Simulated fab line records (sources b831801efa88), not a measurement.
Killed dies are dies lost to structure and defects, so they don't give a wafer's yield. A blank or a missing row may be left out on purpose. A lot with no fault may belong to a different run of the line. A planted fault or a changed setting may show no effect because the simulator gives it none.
fab line records | flow sfq-line
record: lots: 14 | wafers: 41 | last-day: 94
route steps=325 shown R5@224 I5@228 C5@246 M6@264
lots with no fault: from the same line, run without faults
start-h: the number of hours between the record's first day and the start of the first shown wafer of the lot | wait-h: hours elapsed since this lot's preceding step | " same as the row above | L1.1+2: one row covering several wafers at once | - no value present, or no start provided | * or withheld: withheld | < > ~ a bound
route shown NAME@n: names a module that has steps shown in the file, with the first one's number in the route | usual: mean/standard deviation taken from wafers without a fault | same: alike in all rows | chamber/n: place in a boat | sites: readings site by site | _std_site: standard deviation across them | _edge_site: mean of outer sites minus mean of inner sites | radius-mm: for every site, how far away it sits from the centre of the wafer | mask NAME#n: copy n | behind: the tool/chamber that last shaped the wafer | hold: the reason the lot was held/the length of the hold in hours/how it ended | device: the transistor (n, p or np) that didn't switch | end of line: at the end of the route, the tests of the same wafers | step lacking rows: just its recipe | killed: dies that structure and defects cost at the first sort, which is not the same as the wafer's yield | map: a wafer's dies, x killed, . not, _ none there
set.NAME: the setting that was run; set.NAME@STEP: the one run at that earlier step | model.NAME: the simulator's own value behind a step, which no gauge read
route steps across a sampled set of lots; one table per step, one row per wafer
services: from which hour (start-h, from the record's first day; less than 0 if before it) a tool's chamber was out of use, for how many hours, and why
== steps ==
step: SFQ_TRILAYER_R5_BARC_OPEN_METAL_ETCH_177
recipe: mask-material: PR | chemistry: O2 | target-depth-nm: 125 | target: BARC | icp-w: 600 | bias-w: 80 | pressure-mtorr: 10 | time-s: 41.7
usual: chamber-pressure-mTorr: 9.998/0.0093 | drypump-motor-current-A: 5.6/0.47 | oes-product-au: 0.686/0.0049
lot.wafer | tool         | chamber | start-h | wait-h | chamber-pressure-mTorr | drypump-motor-current-A | oes-product-au | rf-hours-counter-h
L390.1    | rie-metal-02 | 0       | 1536.10 | 0.0    | 10.000                 | 5.3                     | 0.679          | 61
L390.4    | "            | 1       | "       | "      | 9.989                  | 6.4                     | 0.685          | -
L390.5    | "            | 0       | "       | "      | 9.988                  | 5.3                     | 0.689          | -
L391.1    | rie-metal-03 | 0       | 1537.43 | 0.0    | 10.003                 | 5.5                     | 0.682          | 55
L391.4    | "            | 0       | "       | "      | 9.990                  | 5.5                     | 0.682          | -
L391.6    | "            | 1       | "       | "      | 9.996                  | 5.8                     | 0.680          | -
L392.1    | rie-metal-02 | 0       | 1568.20 | 0.0    | 10.018                 | 5.3                     | 0.691          | 67
L392.4    | "            | 0       | "       | "      | 10.004                 | 5.3                     | 0.679          | -
L392.6    | "            | 0       | "       | "      | 10.003                 | 5.3                     | 0.686          | -
L393.1    | rie-metal-04 | 0       | 1663.94 | 0.0    | 10.007                 | 5.3                     | 0.689          | 35
L393.3    | "            | 1       | "       | "      | 9.999                  | 5.2                     | 0.696          | -
L393.5    | "            | 1       | "       | "      | 9.988                  | 5.2                     | 0.680          | -
L394.1    | rie-metal-03 | 1       | 1668.46 | 0.0    | 9.989                  | 5.8                     | 0.691          | 43
L394.3    | "            | 0       | "       | "      | 10.009                 | 5.5                     | 0.682          | -
L394.6    | "            | 1       | "       | "      | 10.011                 | 5.8                     | 0.682          | -
L395.4    | rie-metal-04 | 1       | 1685.03 | 0.0    | 9.981                  | 5.2                     | 0.684          | -
L395.5    | "            | 0       | "       | "      | 9.982                  | 5.3                     | 0.690          | -
L395.6    | "            | 1       | "       | "      | 9.992                  | 5.1                     | 0.676          | -
L396.1    | rie-metal-03 | 0       | 1694.01 | 0.0    | 9.988                  | 5.5                     | 0.692          | 73
L396.3    | "            | 1       | "       | "      | 9.997                  | 5.8                     | 0.689          | -
L396.5    | "            | 0       | "       | "      | 10.000                 | 5.5                     | 0.680          | -
L402.4    | rie-metal-03 | 1       | 1770.71 | 0.0    | 9.995                  | 5.8                     | 0.695          | -
L402.5    | "            | 0       | "       | "      | 9.995                  | 5.5                     | 0.686          | -
L404.3    | rie-metal-02 | 1       | 1785.11 | 0.0    | 9.996                  | 6.4                     | 0.679          | -
L404.5    | "            | 0       | "       | "      | 10.000                 | 5.3                     | 0.690          | -
L404.6    | "            | 1       | "       | "      | 9.992                  | 6.4                     | 0.687          | -
L405.1    | rie-metal-02 | 0       | 1789.64 | 0.0    | 9.989                  | 5.3                     | 0.689          | 100
L405.4    | "            | 1       | "       | "      | 10.001                 | 6.5                     | 0.690          | -
L405.5    | "            | 1       | "       | "      | 10.008                 | 6.5                     | 0.689          | -
L406.1    | rie-metal-02 | 0       | 1792.04 | 0.0    | 10.001                 | 5.3                     | 0.682          | 100
L406.2    | "            | 1       | "       | "      | 10.013                 | 6.4                     | 0.682          | 56
L406.6    | "            | 1       | "       | "      | 10.017                 | 6.4                     | 0.685          | -
L408.2    | rie-metal-04 | 1       | 1800.77 | 0.0    | 10.009                 | 5.2                     | 0.687          | 65
L408.4    | "            | 0       | "       | "      | 9.991                  | 5.3                     | 0.682          | -
L408.6    | "            | 0       | "       | "      | 9.989                  | 5.2                     | 0.684          | -
L409.1    | rie-metal-02 | 0       | 1801.97 | 0.0    | 9.986                  | 5.3                     | 0.680          | 101
L409.3    | "            | 1       | "       | "      | 10.003                 | 6.4                     | 0.685          | -
L409.4    | "            | 0       | "       | "      | 10.004                 | 5.3                     | 0.687          | -
L412.1    | rie-metal-02 | 1       | 1813.38 | 0.0    | 9.999                  | 6.4                     | 0.683          | 58
L412.2    | "            | 0       | "       | "      | 9.995                  | 5.3                     | 0.684          | 103
L412.3    | "            | 1       | "       | "      | 9.988                  | 6.5                     | 0.683          | -
step: SFQ_TRILAYER_A5C_DEP_PECVD_142
recipe: material: SiO2 | temp-c: 150 | time-s: 15.556 | pressure-torr: 2.4 | rf-w: 183.3 | precursor: SiH4/N2O | target-thk-nm: 70
usual: heater-power-w: 90/14 | throttle-valve-pct: 25.1/2
lot.wafer | tool     | chamber | start-h | wait-h | heater-power-w | since-wet-clean-h | throttle-valve-pct
L390.1    | pecvd-02 | 2       | 1537.00 | 0.0    | 109            | 959               | 29.3
L390.4    | "        | 1       | "       | "      | 93             | -                 | 25.4
L390.5    | "        | 2       | "       | "      | 115            | -                 | 29.3
L391.1    | pecvd-03 | 1       | 1538.32 | 0.0    | 81             | 208               | 23.4
L391.4    | "        | 1       | "       | "      | 80             | -                 | 23.7
L391.6    | "        | 2       | "       | "      | 67             | -                 | 22.8
L392.1    | pecvd-02 | 2       | 1569.82 | 0.0    | 105            | 992               | 29.3
L392.4    | "        | 1       | "       | "      | 98             | -                 | 26.0
L392.6    | "        | 1       | "       | "      | 100            | -                 | 25.9
L393.1    | pecvd-01 | 0       | 1664.83 | 0.0    | 73             | 1457              | 25.3
L393.3    | "        | 2       | "       | "      | 103            | 1457              | 25.9
L393.5    | "        | 2       | "       | "      | 99             | -                 | 26.2
L394.1    | pecvd-03 | 2       | 1669.36 | 0.0    | 65             | 339               | 22.9
L394.3    | "        | 0       | "       | "      | 110            | 339               | 25.9
L394.6    | "        | 0       | "       | "      | 107            | -                 | 26.1
L395.4    | pecvd-03 | 0       | 1685.93 | 0.0    | 95             | -                 | 26.1
L395.5    | "        | 1       | "       | "      | 83             | -                 | 23.8
L395.6    | "        | 2       | "       | "      | 67             | -                 | 23.1
L396.1    | pecvd-02 | 1       | 1694.90 | 0.0    | 101            | 1117              | 25.7
L396.3    | "        | 2       | "       | "      | 107            | 1117              | 29.4
L396.5    | "        | 0       | "       | "      | 76             | -                 | 25.0
L402.4    | pecvd-03 | 1       | 1771.63 | 0.0    | 85             | -                 | 24.1
L402.5    | "        | 0       | "       | "      | 104            | -                 | 26.9
L404.3    | pecvd-03 | 0       | 1786.19 | 0.0    | 106            | 455               | 26.6
L404.5    | "        | 0       | "       | "      | 105            | -                 | 26.6
L404.6    | "        | 2       | "       | "      | 75             | -                 | 23.2
L405.1    | pecvd-01 | 1       | 1790.53 | 0.0    | 91             | 90                | 23.8
L405.4    | "        | 2       | "       | "      | 105            | -                 | 23.0
L405.5    | "        | 0       | "       | "      | 78             | -                 | 23.7
L406.1    | pecvd-01 | 1       | 1792.93 | 0.0    | 102            | 93                | 23.7
L406.2    | "        | 0       | "       | "      | 84             | 93                | 23.6
L406.6    | "        | 0       | "       | "      | 85             | -                 | 24.0
L408.2    | pecvd-02 | 2       | 1801.66 | 0.0    | 104            | 1224              | 29.8
L408.4    | "        | 1       | "       | "      | 90             | -                 | 25.4
L408.6    | "        | 0       | "       | "      | 78             | -                 | 24.7
L409.1    | pecvd-01 | 2       | 1802.86 | 0.0    | 106            | 103               | 23.2
L409.3    | "        | 1       | "       | "      | 102            | 103               | 23.6
L409.4    | "        | 1       | "       | "      | 103            | -                 | 23.6
L412.1    | pecvd-01 | 1       | 1814.29 | 0.0    | 93             | 114               | 23.4
L412.2    | "        | 0       | "       | "      | 77             | 114               | 24.1
L412.3    | "        | 2       | "       | "      | 90             | 114               | 23.3
step: SFQ_C5_OVL_MEAS_937
usual: C5_OVL: 0/5.4
lot.wafer | tool       | chamber | start-h | wait-h | C5_OVL[nm]
L390.1    | overlay-01 | -       | 1648.68 | 0.1    | -5
L390.4    | "          | -       | "       | "      | -12
L390.5    | "          | -       | "       | "      | -3
L391.1    | overlay-01 | -       | 1651.08 | 0.1    | -15
L391.4    | "          | -       | "       | "      | -8
L391.6    | "          | -       | "       | "      | -9
L392.1    | overlay-01 | -       | 1653.60 | 0.1    | 13
L392.4    | "          | -       | "       | "      | 2
L392.6    | "          | -       | "       | "      | -2
L393.1    | overlay-01 | -       | 1670.60 | 0.1    | -2
L393.3    | "          | -       | "       | "      | -3
L393.5    | "          | -       | "       | "      | -5
L394.1    | overlay-02 | -       | 1675.38 | 0.1    | 4
L394.3    | "          | -       | "       | "      | 12
L394.6    | "          | -       | "       | "      | 7
L395.4    | overlay-01 | -       | 1691.46 | 0.1    | 7
L395.5    | "          | -       | "       | "      | 8
L395.6    | "          | -       | "       | "      | 6
L396.1    | overlay-01 | -       | 1700.50 | 0.1    | 1
L396.3    | "          | -       | "       | "      | 0
L396.5    | "          | -       | "       | "      | -3
L402.4    | overlay-02 | -       | 1859.81 | 0.1    | 3
L402.5    | "          | -       | "       | "      | 0
L404.3    | overlay-02 | -       | 1883.95 | 0.1    | 3
L404.5    | "          | -       | "       | "      | 5
L404.6    | "          | -       | "       | "      | 5
L405.1    | overlay-01 | -       | 1889.93 | 0.1    | 10
L405.4    | "          | -       | "       | "      | 0
L405.5    | "          | -       | "       | "      | 3
L406.1    | overlay-02 | -       | 1892.83 | 0.1    | -1
L406.2    | "          | -       | "       | "      | 3
L406.6    | "          | -       | "       | "      | 2
L408.2    | overlay-02 | -       | 1901.92 | 0.1    | 5
L408.4    | "          | -       | "       | "      | 0
L408.6    | "          | -       | "       | "      | 11
L409.1    | overlay-01 | -       | 1904.32 | 0.1    | 3
L409.3    | "          | -       | "       | "      | -4
L409.4    | "          | -       | "       | "      | 5
L412.1    | overlay-02 | -       | 1915.12 | 0.1    | -11
L412.2    | "          | -       | "       | "      | -6
L412.3    | "          | -       | "       | "      | -7
step: SFQ_TRILAYER_C5_ETCH_VIA_ETCH_154
recipe: target: SiO2 | mask-material: PR | chemistry: CHF3 | target-depth-nm: 84 | source-w: 500 | bias-w: 80 | pressure-mtorr: 30 | time-s: withheld | stop-on: Nb
usual: chamber-pressure-mTorr: 29.996/0.027 | drypump-motor-current-A: 5.4/0.38 | oes-product-au: 0.896/0.0077
lot.wafer | tool        | chamber | start-h | wait-h | chamber-pressure-mTorr | drypump-motor-current-A | oes-product-au
L390.1    | rie-diel-01 | 2       | 1648.76 | 0.0    | 29.999                 | 6.3                     | 0.905
L390.4    | "           | 1       | "       | "      | 30.025                 | 5.3                     | 0.905
L390.5    | "           | 1       | "       | "      | 29.969                 | 5.4                     | 0.907
L391.1    | rie-diel-02 | 3       | 1651.16 | 0.0    | 29.969                 | 4.9                     | 0.887
L391.4    | "           | 2       | "       | "      | 30.003                 | 5.0                     | 0.893
L391.6    | "           | 2       | "       | "      | 29.979                 | 5.0                     | 0.897
L392.1    | rie-diel-01 | 0       | 1653.68 | 0.0    | 30.013                 | 5.7                     | 0.887
L392.4    | "           | 1       | "       | "      | 30.037                 | 5.3                     | 0.895
L392.6    | "           | 0       | "       | "      | 29.993                 | 5.7                     | 0.899
L393.1    | rie-diel-02 | 1       | 1670.68 | 0.0    | 30.003                 | 4.9                     | 0.881
L393.3    | "           | 3       | "       | "      | 30.036                 | 4.9                     | 0.893
L393.5    | "           | 1       | "       | "      | 30.010                 | 4.9                     | 0.895
L394.1    | rie-diel-02 | 3       | 1675.45 | 0.0    | 29.951                 | 4.9                     | 0.901
L394.3    | "           | 1       | "       | "      | 29.965                 | 4.9                     | 0.891
L394.6    | "           | 1       | "       | "      | 29.978                 | 4.9                     | 0.901
L395.4    | rie-diel-01 | 3       | 1691.52 | 0.0    | 29.998                 | 5.7                     | 0.891
L395.5    | "           | 1       | "       | "      | 29.952                 | 5.3                     | 0.891
L395.6    | "           | 0       | "       | "      | 29.967                 | 5.6                     | 0.905
L396.1    | rie-diel-03 | 0       | 1700.58 | 0.0    | 29.962                 | 5.5                     | 0.894
L396.3    | "           | 3       | "       | "      | 29.971                 | 5.3                     | 0.890
L396.5    | "           | 2       | "       | "      | 29.998                 | 5.7                     | 0.897
L402.4    | rie-diel-02 | 3       | 1859.89 | 0.0    | 30.003                 | 4.9                     | 0.997
L402.5    | "           | 2       | "       | "      | 29.985                 | 5.0                     | 0.986
L404.3    | rie-diel-03 | 2       | 1884.02 | 0.0    | 30.005                 | 5.7                     | 0.904
L404.5    | "           | 2       | "       | "      | 29.950                 | 5.7                     | 0.996
L404.6    | "           | 0       | "       | "      | 29.982                 | 5.6                     | 0.913
L405.1    | rie-diel-03 | 2       | 1890.01 | 0.0    | 30.031                 | 5.7                     | 0.903
L405.4    | "           | 0       | "       | "      | 30.005                 | 5.6                     | 0.909
L405.5    | "           | 2       | "       | "      | 30.026                 | 5.7                     | 0.901
L406.1    | rie-diel-02 | 0       | 1892.91 | 0.0    | 29.972                 | 5.6                     | 0.898
L406.2    | "           | 1       | "       | "      | 30.002                 | 4.9                     | 0.886
L406.6    | "           | 3       | "       | "      | 30.006                 | 4.9                     | 0.895
L408.2    | rie-diel-01 | 0       | 1901.99 | 0.0    | 30.025                 | 5.7                     | 0.882
L408.4    | "           | 2       | "       | "      | 30.042                 | 6.3                     | 0.897
L408.6    | "           | 1       | "       | "      | 29.974                 | 5.3                     | 0.895
L409.1    | rie-diel-02 | 0       | 1904.39 | 0.0    | 29.950                 | 5.6                     | 0.891
L409.3    | "           | 1       | "       | "      | 29.962                 | 4.8                     | 0.900
L409.4    | "           | 1       | "       | "      | 29.985                 | 4.9                     | 0.902
L412.1    | rie-diel-01 | 1       | 1915.19 | 0.0    | 30.002                 | 5.4                     | 0.879
L412.2    | "           | 2       | "       | "      | 30.013                 | 6.3                     | 0.887
L412.3    | "           | 0       | "       | "      | 29.978                 | 5.7                     | 0.897
step: SFQ_TRILAYER_M6_STRIP_STRIP_163
recipe: gas: O2 | power-w: 200 | platen-temp-c: 40 | overash-fraction: 0.65 | chemistry: O2 | pressure-mtorr: 50
usual: chamber-pressure-mTorr: 50.00/0.047 | drypump-motor-current-A: 5.6/0.48 | oes-product-au: 1.002/0.0083
same: overash-fraction: 0.65
lot.wafer | tool         | chamber | start-h | wait-h | chamber-pressure-mTorr | drypump-motor-current-A | oes-product-au | rf-hours-counter-h
L390.1    | rie-metal-02 | 0       | 1652.63 | 0.1    | 50.05                  | 5.3                     | 1.014          | 78
L390.4    | "            | 0       | "       | "      | 49.97                  | 5.3                     | 1.003          | -
L390.5    | "            | 1       | "       | "      | 49.99                  | 6.5                     | 0.991          | -
L391.1    | rie-metal-02 | 0       | 1655.78 | 0.1    | 49.94                  | 5.3                     | 1.011          | 79
L391.4    | "            | 0       | "       | "      | 50.01                  | 5.3                     | 1.006          | -
L391.6    | "            | 0       | "       | "      | 49.96                  | 5.3                     | 1.014          | -
L392.1    | rie-metal-02 | 0       | 1659.75 | 0.1    | 49.94                  | 5.3                     | 1.005          | 80
L392.4    | "            | 1       | "       | "      | 50.05                  | 6.5                     | 1.000          | -
L392.6    | "            | 1       | "       | "      | 50.01                  | 6.4                     | 0.992          | -
L393.1    | rie-metal-02 | 1       | 1674.40 | 0.1    | 50.10                  | 6.4                     | 0.996          | 38
L393.3    | "            | 1       | "       | "      | 50.05                  | 6.5                     | 0.997          | -
L393.5    | "            | 1       | "       | "      | 50.04                  | 6.4                     | 0.999          | -
L394.1    | rie-metal-01 | 1       | 1679.05 | 0.1    | 50.01                  | 5.4                     | 1.010          | 18
L394.3    | "            | 1       | "       | "      | 49.96                  | 5.4                     | 1.017          | -
L394.6    | "            | 1       | "       | "      | 50.07                  | 5.4                     | 1.015          | -
L395.4    | rie-metal-04 | 0       | 1695.60 | 0.2    | 50.04                  | 5.3                     | 1.000          | -
L395.5    | "            | 0       | "       | "      | 50.00                  | 5.3                     | 1.008          | -
L395.6    | "            | 1       | "       | "      | 50.04                  | 5.2                     | 1.000          | -
L396.1    | rie-metal-02 | 0       | 1704.27 | 0.1    | 49.95                  | 5.3                     | 1.006          | 87
L396.3    | "            | 1       | "       | "      | 49.93                  | 6.4                     | 0.989          | -
L396.5    | "            | 1       | "       | "      | 49.96                  | 6.4                     | 0.991          | -
L402.4    | rie-metal-01 | 1       | 1957.27 | 0.7    | 49.91                  | 5.4                     | 1.014          | -
L402.5    | "            | 1       | "       | "      | 50.04                  | 5.4                     | 1.004          | -
L404.3    | rie-metal-04 | 1       | 1976.05 | 0.2    | 49.99                  | 5.2                     | 1.007          | -
L404.5    | "            | 1       | "       | "      | 50.00                  | 5.2                     | 1.008          | -
L404.6    | "            | 0       | "       | "      | 49.94                  | 5.3                     | 1.004          | -
L405.1    | rie-metal-02 | 1       | 1980.83 | 0.2    | 50.00                  | 6.5                     | 0.999          | 83
L405.4    | "            | 1       | "       | "      | 50.01                  | 6.4                     | 0.990          | -
L405.5    | "            | 1       | "       | "      | 49.95                  | 6.5                     | 0.993          | -
L406.1    | rie-metal-04 | 0       | 1983.05 | 0.1    | 50.02                  | 5.3                     | 0.998          | 83
L406.2    | "            | 1       | "       | "      | 50.04                  | 5.2                     | 1.004          | 90
L406.6    | "            | 1       | "       | "      | 49.98                  | 5.2                     | 1.004          | -
L408.2    | rie-metal-01 | 0       | 1990.25 | 0.1    | 50.06                  | 5.4                     | 1.007          | 3
L408.4    | "            | 1       | "       | "      | 49.99                  | 5.4                     | 1.020          | -
L408.6    | "            | 0       | "       | "      | 50.02                  | 5.4                     | 1.001          | -
L409.1    | rie-metal-01 | 1       | 1993.85 | 0.1    | 50.00                  | 5.4                     | 1.005          | 73
L409.3    | "            | 1       | "       | "      | 50.10                  | 5.4                     | 1.007          | -
L409.4    | "            | 0       | "       | "      | 50.05                  | 5.4                     | 0.994          | -
L412.1    | rie-metal-01 | 0       | 2003.45 | 0.1    | 49.96                  | 5.4                     | 0.991          | 5
L412.2    | "            | 1       | "       | "      | 49.99                  | 5.3                     | 1.000          | 74
L412.3    | "            | 0       | "       | "      | 49.97                  | 5.3                     | 0.984          | -
== services ==
tool         | chamber | start-h | hours | kind
rie-diel-02  | 0       | 1520.36 | 6.7   | repair
pecvd-01     | -       | 1531.19 | 11.7  | repair
rie-metal-04 | 0       | 1538.48 | 6.0   | repair
rie-metal-02 | 1       | 1546.70 | 27.2  | repair
rie-diel-01  | -       | 1546.82 | 2.8   | pm
rie-diel-02  | -       | 1552.60 | 14.6  | pm
rie-diel-01  | -       | 1597.70 | 1.2   | repair
rie-diel-01  | 3       | 1598.72 | 22.4  | repair
rie-diel-01  | -       | 1613.78 | 0.9   | repair
rie-diel-01  | 0       | 1627.99 | 2.3   | repair
rie-metal-04 | 0       | 1668.23 | 7.6   | repair
rie-diel-02  | 1       | 1746.07 | 10.6  | repair
rie-diel-02  | -       | 1765.66 | 0.4   | repair
rie-metal-04 | 1       | 1809.49 | 3.3   | repair
rie-diel-02  | 3       | 1821.16 | 8.9   | repair
rie-metal-04 | -       | 1824.92 | 0.4   | repair
rie-metal-02 | -       | 1829.42 | 0.1   | repair
rie-diel-02  | 1       | 1829.93 | 1.8   | repair
rie-diel-02  | 2       | 1835.37 | 2.3   | repair
rie-metal-02 | -       | 1860.86 | 0.8   | repair
rie-diel-02  | 0       | 1877.48 | 3.1   | repair
rie-metal-04 | -       | 1926.32 | 0.3   | repair
rie-metal-04 | -       | 1946.29 | 1.4   | pm
rie-metal-02 | 0       | 1979.83 | 8.4   | repair
== key ==
first-sign: step: SFQ_TRILAYER_C5_ETCH_VIA_ETCH_154 | reading: oes-product-au | direction: up | sigmas: 13 | usual: 0.896 | struck: 0.993
effect none on later readings
met-at SFQ_TRILAYER_A5C_DEP_PECVD_142
struck-lots L402,L404
struck-wafers L402.4,L402.5,L404.5
not-acting-at SFQ_TRILAYER_R5_BARC_OPEN_METAL_ETCH_177,SFQ_C5_OVL_MEAS_937,SFQ_TRILAYER_M6_STRIP_STRIP_163
onset-between 1685.93 1771.63
fault: kind: process-parameter-drift | tool: pecvd-03 | chamber: - | onset-h: 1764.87 | steps: SFQ_TRILAYER_A5C_DEP_PECVD_142 | channel: target-thk-nm | offset: 27.772 | shape: step | end-h: 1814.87 | scope: struck-wafers-only | acts-in: these-recipes-only | stated: 70
